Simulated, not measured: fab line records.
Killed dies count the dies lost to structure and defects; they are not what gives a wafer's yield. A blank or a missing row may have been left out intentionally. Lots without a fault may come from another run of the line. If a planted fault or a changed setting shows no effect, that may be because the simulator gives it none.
Which tool was responsible? ; flow gf180mcu ; 13 lots, 39 wafers sampled, at 5 steps of a route of 602

== WHAT THE GAUGES SHOWED, per wafer ==
GF_VT_IMPLANT_RS_MEAS_46: uses a four-point probe to measure.
lot;measured;on;MVSD_RS (ohm/sq)
L220;day 7 14:28;film metro-02;457.1 457.1 456.2
L221;day 7 19:45;film metro-01;456.3 456.4 456.4
L223;day 8 08:39;film metro-04;458.1 456.8 457.9
L224;day 8 16:26;film metro-01;457.6 457.3 456.6
L227;day 9 12:07;film metro-04;453.7 455.9 455.2
L233;day 11 03:28;film metro-02;457.5 457.0 457.2
L234;day 11 11:33;film metro-01;458.3 458.0 459.3
L235;day 11 18:12;film metro-01;455.9 457.0 455.8
L236;day 12 03:46;film metro-01;460.9 461.8 460.1
L237;day 12 08:53;film metro-04;457.5 455.8 456.7
L240;day 13 03:31;film metro-02;457.0 458.0 458.2
L241;day 13 11:20;film metro-01;456.7 458.8 458.9
L243;day 14 00:27;film metro-02;454.2 455.0 456.1

GF_POLY_GATE_THK_MEAS_17.
lot;measured;on;POLY_GATE_OXIDATION_THK (nm)
L220;day 9 05:58;film metro-03;4.04 4.06 4.07
L221;day 9 12:09;film metro-03;4.14 4.01 3.96
L223;day 10 05:23;film metro-04;3.94 3.98 4.01
L224;day 10 11:34;film metro-03;3.98 3.96 3.92
L227;day 11 09:06;film metro-04;6.65 6.56 6.50 6.58 6.61 6.51
L233;day 13 03:04;film metro-02;6.48 6.47 6.43 6.51 6.50 6.43
L234;day 13 11:20;film metro-02;3.93 3.81 3.94
L235;day 13 18:43;film metro-03;3.91 3.97 3.84
L236;day 14 02:25;film metro-03;3.78 3.93 3.92
L237;day 14 09:24;film metro-03;3.99 3.94 4.05
L240;day 15 04:26;film metro-02;3.98 3.98 3.98
L241;day 15 13:11;film metro-04;4.08 3.98 3.97
L243;day 16 02:55;film metro-02;4.09 3.99 3.98

== WHAT TOOL EACH LOT RAN ON (gives the tool, then ch and the chambers of the sampled wafers, and finally the start) ==
lot;GF_VT_IMPLANT_RTA_45;GF_DUAL_GATE_STRIP_13;GF_POLY_GATE_OXIDATION_16
L220;rtp anneal-02 ch 0, day 7 14:22;plasma asher-01 ch 0,1, day 8 07:58;furnace-01 ch 0, day 9 04:43
L221;rtp anneal-02 ch 0, day 7 19:38;plasma asher-01 ch 0,1, day 8 14:31;furnace-01 ch 0, day 9 10:52
L223;rtp anneal-01 ch 0, day 8 08:33;plasma asher-03 ch 0,1, day 9 06:01;furnace-02 ch 0, day 10 04:08
L224;rtp anneal-01 ch 0, day 8 16:20;plasma asher-04 ch 0,1, day 9 11:49;furnace-02 ch 0, day 10 10:17
L227;rtp anneal-02 ch 0, day 9 12:00;plasma asher-03 ch 0,1, day 10 08:19;furnace-01 ch 0, day 11 06:25
L233;rtp anneal-01 ch 0, day 11 03:21;plasma asher-01 ch 0,1, day 12 00:19;furnace-02 ch 0, day 13 00:23 and furnace-01 ch 0, day 13 01:49
L234;rtp anneal-01 ch 0, day 11 11:27;plasma asher-03 ch 0,1, day 12 08:40;furnace-01 ch 0, day 13 10:04
L235;rtp anneal-01 ch 0, day 11 18:06;plasma asher-03 ch 0,1, day 12 15:52;furnace-01 ch 0, day 13 17:28
L236;rtp anneal-02 ch 0, day 12 03:40;plasma asher-03 ch 0,1, day 13 01:10;furnace-01 ch 0, day 14 01:10
L237;rtp anneal-01 ch 0, day 12 08:47;plasma asher-03 ch 0,1, day 13 07:56;furnace-02 ch 0, day 14 08:08
L240;rtp anneal-01 ch 0, day 13 03:25;plasma asher-03 ch 0,1, day 14 02:34;furnace-02 ch 0, day 15 03:10
L241;rtp anneal-02 ch 0, day 13 11:14;plasma asher-03 ch 0,1, day 14 10:01;furnace-01 ch 0, day 15 11:56
L243;rtp anneal-02 ch 0, day 14 00:21;plasma asher-01 ch 0,1, day 14 23:31;furnace-01 ch 0, day 16 01:40
- GF_VT_IMPLANT_RTA_45: time 30 s.
- GF_DUAL_GATE_STRIP_13: strips in O2/N2.
- GF_POLY_GATE_OXIDATION_16: stabilise 600 s, purge 300 s, target thk 4 nm.

== WHAT THE TOOLS THEMSELVES READ (means of the sampled wafers that have a number; where no wafer has one, the mark that the record gives instead) ==
GF_VT_IMPLANT_RTA_45.
lot;tool;lamp power pct (%);wafer_temp_C_max
L220;rtp anneal-02;31.6;1055.5
L221;rtp anneal-02;31.6;1054.9
L223;rtp anneal-01;28.2;1054.7
L224;rtp anneal-01;28.2;1054.6
L227;rtp anneal-02;31.6;1054.8
L233;rtp anneal-01;28.2;1053.9
L234;rtp anneal-01;28.3;1053.8
L235;rtp anneal-01;28.3;1054.8
L236;rtp anneal-02;31.6;1055.3
L237;rtp anneal-01;28.2;1053.7
L240;rtp anneal-01;28.3;1053.8
L241;rtp anneal-02;31.6;1054.3
L243;rtp anneal-02;31.6;1055.4

GF_DUAL_GATE_STRIP_13.
lot;tool;drypump motor current A (A);heater power w (W);o2 flow sccm (sccm);oes product au (a.u.);strip time to endpoint s (s)
L220;plasma asher-01;6.1;344;2998;0.720;12.58
L221;plasma asher-01;6.3;331;3004;0.719;12.58
L223;plasma asher-03;5.5;307;3000;0.711;12.62
L224;plasma asher-04;5.9;364;2999;0.718;12.61
L227;plasma asher-03;5.5;307;3002;0.717;12.61
L233;plasma asher-01;6.3;325;3003;0.712;12.65
L234;plasma asher-03;5.5;310;2998;0.718;12.58
L235;plasma asher-03;5.5;306;3001;0.714;12.61
L236;plasma asher-03;5.7;319;3000;0.716;12.60
L237;plasma asher-03;5.8;316;3009;0.718;12.63
L240;plasma asher-03;5.8;323;3003;0.720;12.59
L241;plasma asher-03;5.5;309;2995;0.717;12.64
L243;plasma asher-01;6.3;330;2998;0.720;12.56

GF_POLY_GATE_OXIDATION_16.
lot;tool;zone power upper pct (%)
L220;furnace-01;15.9
L221;furnace-01;15.8
L223;furnace-02;16.9
L224;furnace-02;17.0
L227;furnace-01;15.9
L233;furnace-02/furnace-01;16.3
L234;furnace-01;15.9
L235;furnace-01;15.8
L236;furnace-01;16.0
L237;furnace-02;16.8
L240;furnace-02;16.7
L241;furnace-01;15.9
L243;furnace-01;16.0

== THE ANSWER, worked out from the rows above alone ==
Rule: usual is defined by the lots themselves. The widest of any qualifying gaps counts: lots, ordered by their means at a reading, are off when they make up no more than a third of the lots, leave a main group of 4 or more, and stand apart from it by 3 or more times the standard deviation of that group's means. Not used: any main group whose means are identical at the precision the tables above print for the reading. A lot without any number at a reading at which 4 lots or more have one is off too. Any other lot the step has rows for is counted as sound. The gauges are gone through in route order, then the tools' own readings, and for those a lot's mean is taken as printed above. The first step at which some lot is off is used, and at that step the reading that is off furthest; a lot without a number counts as furthest.
Off: L227, L233, seen at GF_POLY_GATE_THK_MEAS_17 (POLY_GATE_OXIDATION_THK). The main group: mean 3.97 nm, standard deviation 0.057.
A tool fits if, at a process step before that reading, it ran every lot that is off, and no sound lot after the first of them. The gauges at GF_POLY_GATE_THK_MEAS_17 are tried like those tools. Not one of the candidates tried fits.

== WHAT THE SIMULATOR PUT IN ==
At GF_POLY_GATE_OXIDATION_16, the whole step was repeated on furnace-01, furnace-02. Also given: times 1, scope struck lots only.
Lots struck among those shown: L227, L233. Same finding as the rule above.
